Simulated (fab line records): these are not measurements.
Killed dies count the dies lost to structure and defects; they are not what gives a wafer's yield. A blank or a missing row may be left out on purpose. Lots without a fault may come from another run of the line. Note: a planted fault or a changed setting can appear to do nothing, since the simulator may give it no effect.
fab line records	flow gf180mcu
record: lots: 24	wafers: 72	last-day: 34
route steps=602 shown STI@23 CONTACT@290 M3@415 V3@447 MIM@513 V5@543
lots untouched by any fault: they come from a run of this same line in which no faults occurred
start-h: the number of hours between the record's first day and the start of the first shown wafer of the lot	wait-h: hours since the lot's step before	" repeats the value in the row above	L1.1+2: several wafers, shown together as one row	- no value, or no start was given	* or withheld: withheld	< > ~ a bound
route shown NAME@n: NAME is a module with steps in the file, n the number in the route of the first one	usual: mean/standard deviation of fault-free wafers	same: alike in all rows	chamber/n: place in a boat	sites: per-site readings	_std_site: the values' standard deviation	_edge_site: outer sites' mean less inner sites'	radius-mm: how far each site lies from the wafer's centre	mask NAME#n: copy n	behind: the last tool/chamber to shape the wafer	hold: why the lot went on hold/how many hours it stayed there/how the hold came to an end	device: which transistor (n, p or np) failed to switch	end of line: at the end of the route, the tests of the same wafers	a step given without rows: its recipe and nothing more	killed: count of dies lost to structure and defects at first sort (not the wafer's yield)	map: per-die view of a wafer (x killed, . not killed, _ where there is no die)
set.NAME: the run value of the setting; set.NAME@STEP: its run value at that earlier step	model.NAME: the simulator's own value behind a step, which no gauge read
steps of the route over a sample of lots; a table a step, a row a wafer
services: the hour from which a tool's chamber was out of use, counted from the record's first day as start-h (under 0 if before that day), plus the number of hours and why
== steps ==
step: GF_STI_THK_MEAS_22
recipe: reads: SiO2_of_STI_OXIDATION_21
usual: STI_OXIDATION_01_THK: 15.02/0.28
lot.wafer	tool	chamber	start-h	wait-h	STI_OXIDATION_01_THK[nm]
L074.1	film-metro-04	-	28.31	0.0	14.88
L074.2	"	-	"	"	15.05
L074.6	"	-	"	"	15.05
L075.2	film-metro-04	-	34.26	0.0	14.76
L075.3	"	-	"	"	14.58
L075.4	"	-	"	"	14.57
L076.3	film-metro-04	-	40.50	0.0	15.48
L076.5	"	-	"	"	15.44
L076.6	"	-	"	"	15.30
L077.1	film-metro-03	-	42.34	0.0	15.02
L077.2	"	-	"	"	14.86
L077.3	"	-	"	"	14.94
L078.1	film-metro-03	-	50.29	0.0	15.19
L078.3	"	-	"	"	15.04
L078.5	"	-	"	"	15.11
L079.2	film-metro-04	-	52.82	0.0	14.69
L079.4	"	-	"	"	14.56
L079.6	"	-	"	"	14.68
L080.1	film-metro-04	-	59.36	0.0	15.24
L080.2	"	-	"	"	15.01
L080.3	"	-	"	"	15.29
L081.1	film-metro-01	-	64.03	0.0	15.31
L081.3	"	-	"	"	15.11
L081.5	"	-	"	"	15.20
L082.1	film-metro-04	-	68.41	0.0	15.33
L082.3	"	-	"	"	15.37
L082.5	"	-	"	"	15.61
L083.2	film-metro-01	-	74.60	0.0	15.05
L083.3	"	-	"	"	15.05
L083.4	"	-	"	"	15.10
L084.3	film-metro-04	-	79.00	0.0	14.85
L084.5	"	-	"	"	15.12
L084.6	"	-	"	"	15.04
L085.1	film-metro-01	-	85.69	0.0	15.23
L085.4	"	-	"	"	15.10
L085.6	"	-	"	"	15.09
L086.2	film-metro-04	-	89.67	0.0	15.14
L086.4	"	-	"	"	15.04
L086.5	"	-	"	"	15.13
L087.1	film-metro-01	-	94.12	0.0	14.85
L087.2	"	-	"	"	14.88
L087.3	"	-	"	"	15.02
L088.1	film-metro-03	-	102.39	0.0	14.70
L088.3	"	-	"	"	14.64
L088.4	"	-	"	"	14.85
L089.2	film-metro-01	-	104.68	0.0	15.38
L089.4	"	-	"	"	14.96
L089.6	"	-	"	"	15.25
L090.2	film-metro-04	-	110.93	0.0	15.02
L090.3	"	-	"	"	15.08
L090.6	"	-	"	"	15.02
L091.1	film-metro-04	-	119.09	0.0	15.24
L091.2	"	-	"	"	15.14
L091.3	"	-	"	"	14.84
L092.1	film-metro-04	-	123.05	0.0	14.89
L092.2	"	-	"	"	15.25
L092.5	"	-	"	"	14.70
L093.2	film-metro-01	-	130.67	0.0	15.19
L093.3	"	-	"	"	15.18
L093.6	"	-	"	"	14.91
L094.3	film-metro-04	-	134.06	0.0	15.20
L094.4	"	-	"	"	15.14
L094.6	"	-	"	"	15.41
L095.1	film-metro-01	-	141.04	0.0	14.80
L095.2	"	-	"	"	14.99
L095.3	"	-	"	"	14.99
L097.2	film-metro-03	-	146.09	0.0	14.73
L097.4	"	-	"	"	14.39
L097.6	"	-	"	"	14.42
L096.2	film-metro-04	-	147.22	0.0	14.71
L096.4	"	-	"	"	14.94
L096.5	"	-	"	"	14.87
step: GF_CONTACT_THK_MEAS_03
recipe: reads: SiO2_of_CONTACT_CVD_02
usual: CONTACT_CVD_02_THK: 861/12
lot.wafer	tool	chamber	start-h	wait-h	CONTACT_CVD_02_THK[nm]
L074.1	film-metro-03	-	342.95	0.0	867
L074.2	"	-	"	"	856
L074.6	"	-	"	"	863
L075.2	film-metro-03	-	352.96	0.0	850
L075.3	"	-	"	"	848
L075.4	"	-	"	"	857
L076.3	film-metro-02	-	357.57	0.1	835
L076.5	"	-	"	"	847
L076.6	"	-	"	"	874
L077.1	film-metro-01	-	371.20	0.0	856
L077.2	"	-	"	"	845
L077.3	"	-	"	"	848
L078.1	film-metro-02	-	375.10	0.0	841
L078.3	"	-	"	"	855
L078.5	"	-	"	"	864
L079.2	film-metro-03	-	379.74	0.0	855
L079.4	"	-	"	"	880
L079.6	"	-	"	"	895
L080.1	film-metro-02	-	389.93	0.0	845
L080.2	"	-	"	"	843
L080.3	"	-	"	"	861
L081.1	film-metro-01	-	404.72	0.0	855
L081.3	"	-	"	"	843
L081.5	"	-	"	"	879
L082.1	film-metro-01	-	406.60	0.0	850
L082.3	"	-	"	"	856
L082.5	"	-	"	"	876
L083.2	film-metro-03	-	416.38	0.0	860
L083.3	"	-	"	"	842
L083.4	"	-	"	"	855
L084.3	film-metro-01	-	432.02	0.1	845
L084.5	"	-	"	"	855
L084.6	"	-	"	"	866
L085.1	film-metro-01	-	436.58	0.0	870
L085.4	"	-	"	"	878
L085.6	"	-	"	"	860
L086.2	film-metro-03	-	446.80	0.1	850
L086.4	"	-	"	"	878
L086.5	"	-	"	"	859
L087.1	film-metro-02	-	453.18	0.0	872
L087.2	"	-	"	"	871
L087.3	"	-	"	"	858
L088.1	film-metro-01	-	464.00	0.0	867
L088.3	"	-	"	"	854
L088.4	"	-	"	"	877
L089.2	film-metro-01	-	472.87	0.1	867
L089.4	"	-	"	"	879
L089.6	"	-	"	"	857
L090.2	film-metro-01	-	484.53	0.0	851
L090.3	"	-	"	"	848
L090.6	"	-	"	"	860
L091.1	film-metro-03	-	508.27	0.0	853
L091.2	"	-	"	"	858
L091.3	"	-	"	"	849
L092.1	film-metro-03	-	508.57	0.0	863
L092.2	"	-	"	"	854
L092.5	"	-	"	"	871
L093.2	film-metro-03	-	516.93	0.0	847
L093.3	"	-	"	"	826
L093.6	"	-	"	"	844
L094.3	film-metro-01	-	519.62	0.1	853
L094.4	"	-	"	"	858
L094.6	"	-	"	"	868
L095.1	film-metro-03	-	526.98	0.0	857
L095.2	"	-	"	"	857
L095.3	"	-	"	"	856
L097.2	film-metro-03	-	537.42	0.0	856
L097.4	"	-	"	"	855
L097.6	"	-	"	"	861
L096.2	film-metro-03	-	539.78	0.0	869
L096.4	"	-	"	"	889
L096.5	"	-	"	"	883
step: GF_M3_THK_MEAS_06
recipe: thk-meas-gauge: xrf	reads: AlCu_of_M3_SPUTTER_02
usual: M3_ALCU_THK: 453/6.1
lot.wafer	tool	chamber	start-h	wait-h	M3_ALCU_THK[nm]
L074.1	film-metro-01	-	467.00	0.1	455
L074.2	"	-	"	"	453
L074.6	"	-	"	"	456
L075.2	film-metro-04	-	477.92	0.1	459
L075.3	"	-	"	"	456
L075.4	"	-	"	"	454
L076.3	film-metro-04	-	483.55	0.1	458
L076.5	"	-	"	"	445
L076.6	"	-	"	"	455
L077.1	film-metro-04	-	496.72	0.1	460
L077.2	"	-	"	"	447
L077.3	"	-	"	"	457
L078.1	film-metro-04	-	501.71	0.1	457
L078.3	"	-	"	"	457
L078.5	"	-	"	"	465
L079.2	film-metro-04	-	506.72	0.1	454
L079.4	"	-	"	"	455
L079.6	"	-	"	"	447
L080.1	film-metro-02	-	517.05	0.1	457
L080.2	"	-	"	"	455
L080.3	"	-	"	"	461
L081.1	film-metro-04	-	531.78	0.1	454
L081.3	"	-	"	"	450
L081.5	"	-	"	"	457
L082.1	film-metro-02	-	534.51	0.1	442
L082.3	"	-	"	"	449
L082.5	"	-	"	"	455
L083.2	film-metro-02	-	543.21	0.1	454
L083.3	"	-	"	"	457
L083.4	"	-	"	"	450
L084.3	film-metro-01	-	558.06	0.1	453
L084.5	"	-	"	"	451
L084.6	"	-	"	"	459
L085.1	film-metro-04	-	561.38	0.1	460
L085.4	"	-	"	"	451
L085.6	"	-	"	"	456
L086.2	film-metro-04	-	571.85	0.1	454
L086.4	"	-	"	"	448
L086.5	"	-	"	"	444
L087.1	film-metro-01	-	577.56	0.1	458
L087.2	"	-	"	"	459
L087.3	"	-	"	"	451
L088.1	film-metro-01	-	585.80	0.1	462
L088.3	"	-	"	"	467
L088.4	"	-	"	"	460
L089.2	film-metro-02	-	591.96	0.1	463
L089.4	"	-	"	"	449
L089.6	"	-	"	"	460
L090.2	film-metro-04	-	605.38	0.1	448
L090.3	"	-	"	"	454
L090.6	"	-	"	"	438
L091.1	film-metro-04	-	625.44	0.1	443
L091.2	"	-	"	"	448
L091.3	"	-	"	"	459
L092.1	film-metro-04	-	626.41	0.1	448
L092.2	"	-	"	"	452
L092.5	"	-	"	"	448
L093.2	film-metro-04	-	633.49	0.1	452
L093.3	"	-	"	"	449
L093.6	"	-	"	"	446
L094.3	film-metro-02	-	636.47	0.1	450
L094.4	"	-	"	"	457
L094.6	"	-	"	"	458
L095.1	film-metro-04	-	642.69	0.1	453
L095.2	"	-	"	"	442
L095.3	"	-	"	"	454
L097.2	film-metro-04	-	651.66	0.1	443
L097.4	"	-	"	"	451
L097.6	"	-	"	"	452
L096.2	film-metro-02	-	653.31	0.1	455
L096.4	"	-	"	"	455
L096.5	"	-	"	"	445
step: GF_V3_STRIP_18
recipe: chemistry: O2/N2	power-w: 1400	pressure-mtorr: 1500	platen-temp-c: 250	o2-flow-sccm: 3000	n2-flow-sccm: 300	overash-fraction: 0.5
usual: drypump-motor-current-A: 5.9/0.38	heater-power-w: 350/56	oes-product-au: 0.593/0.0054	platen-temp-c: 249.99/0.18
lot.wafer	tool	chamber	start-h	wait-h	drypump-motor-current-A	heater-power-w	oes-product-au	platen-temp-c	rf-hours-counter-h
L074.1	plasma-asher-03	1	514.97	-	5.8	364	0.597	249.91	44
L074.2	"	0	"	"	6.0	322	0.596	249.61	44
L074.6	"	0	"	"	5.9	315	0.592	249.91	-
L075.2	plasma-asher-04	1	527.29	-	6.2	288	0.592	249.91	71
L075.3	"	0	"	"	6.7	343	0.594	249.82	-
L075.4	"	1	"	"	6.2	283	0.587	249.80	-
L076.3	plasma-asher-03	0	531.35	-	5.9	323	0.595	250.04	-
L076.5	"	0	"	"	6.0	319	0.584	250.07	-
L076.6	"	1	"	"	5.8	371	0.600	250.02	-
L077.1	plasma-asher-01	1	543.96	-	5.4	459	0.590	249.96	90
L077.2	"	0	"	"	5.7	311	0.599	250.10	90
L077.3	"	0	"	"	5.7	307	0.599	250.14	-
L078.1	plasma-asher-03	0	549.81	-	5.9	323	0.599	249.82	49
L078.3	"	0	"	"	5.9	319	0.599	249.87	-
L078.5	"	1	"	"	5.8	371	0.588	249.96	-
L079.2	plasma-asher-03	1	553.23	-	5.8	363	0.594	250.11	49
L079.4	"	1	"	"	5.8	373	0.592	250.27	-
L079.6	"	1	"	"	5.8	373	0.600	250.10	-
L080.1	plasma-asher-03	1	564.79	-	5.8	380	0.594	249.89	51
L080.2	"	0	"	"	6.0	322	0.597	249.77	51
L080.3	"	0	"	"	6.0	316	0.597	250.09	-
L081.1	plasma-asher-01	1	577.58	-	5.4	456	0.587	250.26	94
L081.3	"	0	"	"	5.7	302	0.588	250.08	-
L081.5	"	1	"	"	5.4	448	0.593	250.22	-
L082.1	plasma-asher-01	1	580.01	-	5.4	456	0.594	250.16	94
L082.3	"	0	"	"	5.7	299	0.583	249.87	-
L082.5	"	0	"	"	5.7	309	0.593	250.15	-
L083.2	plasma-asher-03	0	589.13	-	5.9	314	0.589	250.03	54
L083.3	"	0	"	"	5.9	313	0.603	250.21	-
L083.4	"	1	"	"	5.8	373	0.601	249.84	-
L084.3	plasma-asher-01	1	602.97	-	5.4	463	0.594	249.85	-
L084.5	"	0	"	"	5.7	309	0.592	249.80	-
L084.6	"	1	"	"	5.4	458	0.595	249.94	-
L085.1	plasma-asher-01	0	605.88	-	5.7	306	0.593	250.13	96
L085.4	"	1	"	"	5.4	441	0.583	250.20	-
L085.6	"	1	"	"	5.4	450	0.608	250.01	-
L086.2	plasma-asher-04	1	615.31	-	6.2	291	0.599	250.15	77
L086.4	"	1	"	"	6.2	294	0.590	250.04	-
L086.5	"	1	"	"	6.2	278	0.595	250.00	-
L087.1	plasma-asher-04	0	620.81	-	6.7	344	0.598	250.41	78
L087.2	"	1	"	"	6.2	279	0.596	249.84	78
L087.3	"	0	"	"	6.7	334	0.577	250.20	-
L088.1	plasma-asher-03	1	629.54	-	5.8	365	0.590	250.34	58
L088.3	"	0	"	"	5.9	324	0.595	250.02	-
L088.4	"	1	"	"	5.8	371	0.591	250.19	-
L089.2	plasma-asher-01	1	635.46	-	5.4	461	0.593	249.84	99
L089.4	"	0	"	"	5.7	303	0.593	250.07	-
L089.6	"	0	"	"	5.7	314	0.592	249.94	-
L090.2	plasma-asher-03	0	646.66	-	5.9	317	0.590	249.69	61
L090.3	"	0	"	"	6.0	317	0.600	249.68	-
L090.6	"	1	"	"	5.8	364	0.589	250.07	-
L091.1	plasma-asher-04	1	666.14	-	6.2	290	0.593	249.77	82
L091.2	"	0	"	"	6.7	326	0.591	250.08	82
L091.3	"	1	"	"	6.2	286	0.591	250.19	-
L092.1	plasma-asher-04	0	667.84	-	6.7	335	0.593	249.89	82
L092.2	"	1	"	"	6.2	291	0.601	250.15	82
L092.5	"	0	"	"	6.7	325	0.590	250.13	-
L093.2	plasma-asher-01	0	674.06	-	5.7	315	0.598	250.02	103
L093.3	"	0	"	"	5.7	313	0.595	250.07	-
L093.6	"	0	"	"	5.7	309	0.594	249.84	-
L094.3	plasma-asher-01	1	675.80	-	5.4	447	0.594	250.22	-
L094.4	"	0	"	"	5.7	300	0.586	249.79	-
L094.6	"	0	"	"	5.7	308	0.583	249.63	-
L095.1	plasma-asher-04	1	681.24	-	6.2	284	0.594	249.83	84
L095.2	"	0	"	"	6.7	335	0.597	250.20	84
L095.3	"	1	"	"	6.2	287	0.590	249.60	-
L097.2	plasma-asher-03	0	690.76	-	6.0	316	0.591	250.12	65
L097.4	"	0	"	"	6.0	322	0.592	250.07	-
L097.6	"	1	"	"	5.7	365	0.590	249.83	-
L096.2	plasma-asher-01	0	692.71	-	5.7	316	0.585	250.19	105
L096.4	"	1	"	"	5.4	461	0.582	249.82	-
L096.5	"	0	"	"	5.7	314	0.596	250.03	-
step: GF_MIM_RS_MEAS_10
recipe: thk-meas-gauge: four-point-probe	reads: TiN_of_MIM_SPUTTER_09+AlCu_of_MIM_SPUTTER_08+TiN_of_MIM_SPUTTER_07
usual: MIM_ALCU_RS: 0.1603/0.002
lot.wafer	tool	chamber	start-h	wait-h	MIM_ALCU_RS[ohm/sq]
L074.1	film-metro-02	-	564.87	0.0	0.1616
L074.2	"	-	"	"	0.1588
L074.6	"	-	"	"	0.1585
L075.2	film-metro-04	-	577.00	0.0	0.1601
L075.3	"	-	"	"	0.1582
L075.4	"	-	"	"	0.1587
L076.3	film-metro-02	-	579.92	0.1	0.1616
L076.5	"	-	"	"	0.1569
L076.6	"	-	"	"	0.1621
L077.1	film-metro-04	-	591.38	0.0	0.1617
L077.2	"	-	"	"	0.1602
L077.3	"	-	"	"	0.1641
L078.1	film-metro-01	-	597.25	0.0	0.1622
L078.3	"	-	"	"	0.1594
L078.5	"	-	"	"	0.1610
L079.2	film-metro-01	-	600.85	0.0	0.1618
L079.4	"	-	"	"	0.1645
L079.6	"	-	"	"	0.1630
L080.1	film-metro-04	-	611.70	0.0	0.1588
L080.2	"	-	"	"	0.1580
L080.3	"	-	"	"	0.1571
L081.1	film-metro-02	-	624.90	0.0	0.1612
L081.3	"	-	"	"	0.1575
L081.5	"	-	"	"	0.1602
L082.1	film-metro-01	-	627.43	0.0	0.1582
L082.3	"	-	"	"	0.1573
L082.5	"	-	"	"	0.1585
L083.2	film-metro-01	-	636.07	0.0	0.1558
L083.3	"	-	"	"	0.1582
L083.4	"	-	"	"	0.1603
L084.3	film-metro-04	-	647.40	0.1	0.1608
L084.5	"	-	"	"	0.1660
L084.6	"	-	"	"	0.1608
L085.1	film-metro-01	-	651.84	0.0	0.1635
L085.4	"	-	"	"	0.1599
L085.6	"	-	"	"	0.1606
L086.2	film-metro-01	-	660.99	0.0	0.1591
L086.4	"	-	"	"	0.1636
L086.5	"	-	"	"	0.1599
L087.1	film-metro-02	-	665.18	0.0	0.1595
L087.2	"	-	"	"	0.1583
L087.3	"	-	"	"	0.1615
L088.1	film-metro-02	-	673.35	0.0	0.1609
L088.3	"	-	"	"	0.1649
L088.4	"	-	"	"	0.1610
L089.2	film-metro-02	-	678.03	0.1	0.1599
L089.4	"	-	"	"	0.1600
L089.6	"	-	"	"	0.1588
L090.2	film-metro-04	-	689.47	0.0	0.1618
L090.3	"	-	"	"	0.1589
L090.6	"	-	"	"	0.1609
L091.1	film-metro-01	-	708.12	0.0	0.1589
L091.2	"	-	"	"	0.1598
L091.3	"	-	"	"	0.1583
L092.1	film-metro-02	-	709.84	0.0	0.1581
L092.2	"	-	"	"	0.1578
L092.5	"	-	"	"	0.1567
L093.2	film-metro-02	-	716.09	0.0	0.1619
L093.3	"	-	"	"	0.1582
L093.6	"	-	"	"	0.1623
L094.3	film-metro-02	-	717.52	0.1	0.1584
L094.4	"	-	"	"	0.1602
L094.6	"	-	"	"	0.1593
L095.1	film-metro-04	-	721.83	0.0	0.1605
L095.2	"	-	"	"	0.1607
L095.3	"	-	"	"	0.1578
L097.2	film-metro-04	-	731.72	0.0	0.1602
L097.4	"	-	"	"	0.1598
L097.6	"	-	"	"	0.1631
L096.2	film-metro-04	-	733.39	0.0	0.1604
L096.4	"	-	"	"	0.1608
L096.5	"	-	"	"	0.1583
step: GF_V5_THK_MEAS_03
recipe: reads: SiO2_of_V5_CVD_02
usual: V5_CVD_02_THK: 1453/21
lot.wafer	tool	chamber	start-h	wait-h	V5_CVD_02_THK[nm]
L074.1	film-metro-03	-	608.71	0.1	1454
L074.2	"	-	"	"	1479
L074.6	"	-	"	"	1494
L075.2	film-metro-04	-	619.14	0.1	1439
L075.3	"	-	"	"	1452
L075.4	"	-	"	"	1451
L076.3	film-metro-01	-	623.03	0.1	1438
L076.5	"	-	"	"	1441
L076.6	"	-	"	"	1463
L077.1	film-metro-01	-	635.16	0.1	1456
L077.2	"	-	"	"	1437
L077.3	"	-	"	"	1448
L078.1	film-metro-01	-	639.93	0.1	1393
L078.3	"	-	"	"	1441
L078.5	"	-	"	"	1467
L079.2	film-metro-04	-	642.99	0.1	1428
L079.4	"	-	"	"	1457
L079.6	"	-	"	"	1439
L080.1	film-metro-03	-	653.84	0.1	1461
L080.2	"	-	"	"	1443
L080.3	"	-	"	"	1465
L081.1	film-metro-04	-	665.33	0.1	1436
L081.3	"	-	"	"	1421
L081.5	"	-	"	"	1433
L082.1	film-metro-04	-	667.73	0.1	1438
L082.3	"	-	"	"	1440
L082.5	"	-	"	"	1468
L083.2	film-metro-01	-	676.64	0.1	1438
L083.3	"	-	"	"	1446
L083.4	"	-	"	"	1474
L084.3	film-metro-01	-	686.95	0.1	1434
L084.5	"	-	"	"	1469
L084.6	"	-	"	"	1478
L085.1	film-metro-04	-	690.94	0.1	1448
L085.4	"	-	"	"	1460
L085.6	"	-	"	"	1456
L086.2	film-metro-03	-	699.16	0.1	1459
L086.4	"	-	"	"	1472
L086.5	"	-	"	"	1472
L087.1	film-metro-04	-	703.84	0.1	1437
L087.2	"	-	"	"	1445
L087.3	"	-	"	"	1443
L088.1	film-metro-04	-	712.05	0.1	1438
L088.3	"	-	"	"	1386
L088.4	"	-	"	"	1466
L089.2	film-metro-01	-	716.09	0.1	1465
L089.4	"	-	"	"	1453
L089.6	"	-	"	"	1462
L090.2	film-metro-04	-	726.42	0.1	1437
L090.3	"	-	"	"	1436
L090.6	"	-	"	"	1464
L091.1	film-metro-04	-	744.06	0.1	1399
L091.2	"	-	"	"	1454
L091.3	"	-	"	"	1429
L092.1	film-metro-04	-	745.40	0.1	1426
L092.2	"	-	"	"	1434
L092.5	"	-	"	"	1473
L093.2	film-metro-01	-	752.40	0.1	1415
L093.3	"	-	"	"	1439
L093.6	"	-	"	"	1474
L094.3	film-metro-04	-	752.85	0.1	1469
L094.4	"	-	"	"	1477
L094.6	"	-	"	"	1481
L095.1	film-metro-03	-	757.60	0.1	1436
L095.2	"	-	"	"	1430
L095.3	"	-	"	"	1449
L097.2	film-metro-01	-	765.79	0.1	1455
L097.4	"	-	"	"	1480
L097.6	"	-	"	"	1473
L096.2	film-metro-01	-	768.21	0.1	1444
L096.4	"	-	"	"	1488
L096.5	"	-	"	"	1425
== services ==
tool	chamber	start-h	hours	kind
plasma-asher-04	-	506.56	14.6	pm
plasma-asher-04	-	540.85	28.3	repair
plasma-asher-01	-	590.36	8.8	pm
plasma-asher-03	-	602.71	1.7	repair
plasma-asher-01	-	657.55	0.9	repair
plasma-asher-04	-	686.27	28.1	pm
== key ==
fault none
